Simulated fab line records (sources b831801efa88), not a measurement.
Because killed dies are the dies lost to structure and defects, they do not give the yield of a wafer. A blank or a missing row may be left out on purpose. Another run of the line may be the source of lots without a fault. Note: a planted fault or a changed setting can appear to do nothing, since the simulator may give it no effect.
Struck lot and sound lot, side by side -- flow gf180mcu -- 23 out of 602 route steps
Sound: wafers L902.1, L902.2, L902.6. Wafers L907.1, L907.3, L907.6 were the ones struck. Last of all comes the cause.
Each step with rows lists, per side, the tool, then ch with its chambers, then its first start. Under that, the readings that differ: sound wafers -- struck wafers -- difference of the means -- sigmas: that difference in standard deviations of wafers without a fault.
alike: a reading whose means differ by less than 2 such deviations, as well as words and numbers matching on both sides. not compared: withheld readings; readings where some wafer has no value; bounds like >300 that might hide an equal value; numbers whose values overlap and for which the record gives no deviation.
A row with sigmas, a row that says differs or no value, or rows on one side alone: a step with any of these is where the two part. Numbers that have no deviation but don't overlap get no sigmas and don't part them. Lack of a reading on every wafer of one side parts them only where that side has two or more wafers.

first, 8 steps without rows for these wafers: GF_DNWELL_DEHYDRATE_00 (time 60 s); GF_DNWELL_HMDS_01 (prime time 60 s); GF_DNWELL_COAT_02 (resist thk 3000 nm); GF_DNWELL_SOFTBAKE_03; GF_DNWELL_EXPOSE_04 (exposes mask DNWELL, target cd 1700 nm); GF_DNWELL_PEB_05; GF_DNWELL_DEVELOP_06 (develop time 60 s); GF_DNWELL_IMPLANT_07.
GF_DNWELL_STRIP_08: strips in O2/N2.
  sound on plasma_asher-03 ch 0,1, day 3 00:59; struck on plasma_asher-01 ch 0,1, day 4 03:26
reading,sound,struck,difference,sigmas
drypump_motor_current_A (A),5.0 5.4 5.4,6.1 5.9 6.1,+0.8,+2
  alike: chamber_pressure_mTorr, heater_power_w, oes_product_au, platen_temp_c, strip_time_to_endpoint_s
  not compared: rf_hours_counter_h
GF_DNWELL_TW_MEAS_09:
  sound on film_metro-04, day 3 01:05; struck on film_metro-03, day 4 03:32
  alike: DNWELL_TW
then, 2 steps without rows for these wafers: GF_NWELL_DEHYDRATE_00 (time 60 s); GF_NWELL_HMDS_01 (prime time 60 s).
GF_NWELL_COAT_02: resist thk 3000 nm.
  sound on litho_track-03 ch 0, day 3 07:02; struck on litho_track-04 ch 0, day 4 09:22
reading,sound,struck,difference,sigmas
dispense_pressure_kPa (kPa),48.7 48.7 48.7,51.4 51.4 51.3,+2.7,+3
model.coat_of_NWELL_COAT_02.thk_nm (nm),2998 2995 2998,1868 1867 1868,-1129,
then, 3 steps without rows for these wafers: GF_NWELL_SOFTBAKE_03; GF_NWELL_EXPOSE_04 (exposes mask Nwell, target cd 860 nm); GF_NWELL_PEB_05.
GF_NWELL_DEVELOP_06: develop time 60 s.
  sound: litho_track-04 ch 0; struck: litho_track-04 ch 0
reading,sound,struck,difference,sigmas
model.coat_of_NWELL_COAT_02.thk_nm (nm),2997 2994 2997,1867 1866 1867,-1129,
GF_NWELL_OVL_MEAS_07:
  sound on overlay-02, day 3 13:37; struck on overlay-01, day 4 16:25
  alike: NWELL_OVL
then, 2 steps without rows for these wafers: GF_NWELL_IMPLANT_08; GF_NWELL_IMPLANT_09.
GF_NWELL_STRIP_10: strips in O2/N2.
  sound on plasma_asher-01 ch 0,1, day 3 13:58; struck on plasma_asher-01 ch 0, day 4 16:46
reading,sound,struck,difference,sigmas
strip_time_to_endpoint_s (s),36.93 36.89 36.94,23.83 23.80 23.83,-13.10,-99 or more
  alike: chamber_pressure_mTorr, drypump_motor_current_A, heater_power_w, oes_product_au, platen_temp_c
  not compared: rf_hours_counter_h
GF_NWELL_TW_MEAS_11:
  sound on film_metro-03, day 3 14:04; struck on film_metro-04, day 4 16:52
  alike: NWELL_TW
-- the record jumps here: 26 days lie between the struck wafers' starts before and after (it left off in module NWELL and takes up again in module PASSIVATION, whose first step shown is number 602 of the route) --
GF_PASSIVATION_PROBE_99:
  sound on prober-01, day 29 14:37; struck on prober-02, day 31 01:16
reading,sound,struck,difference,sigmas
model.etest.pwell_in_dnwell.line_ohm_um,4211 4157 4165,4860 5043 4856,+742,
model.etest.ldpmos_10p0.r_on_ohm_um,1.103e+04 1.11e+04 1.111e+04,1.13e+04 1.142e+04 1.139e+04,+2.90e+02,
model.etest.pwell_in_dnwell.width_nm (nm),589.1 588 588.4,481.6 485 485.6,-104.4,
model.etest.nwell.width_nm (nm),868 878.2 867.2,904.7 904 905.6,+33.6,
  not compared: model.etest.nwell.line_ohm_um

WHERE THEY PART
At GF_DNWELL_STRIP_08 first; at GF_NWELL_STRIP_10 last (within this record only). Later steps at which nothing parts them and some readings are alike: GF_NWELL_TW_MEAS_11.

WHY: the cause the simulator had injected
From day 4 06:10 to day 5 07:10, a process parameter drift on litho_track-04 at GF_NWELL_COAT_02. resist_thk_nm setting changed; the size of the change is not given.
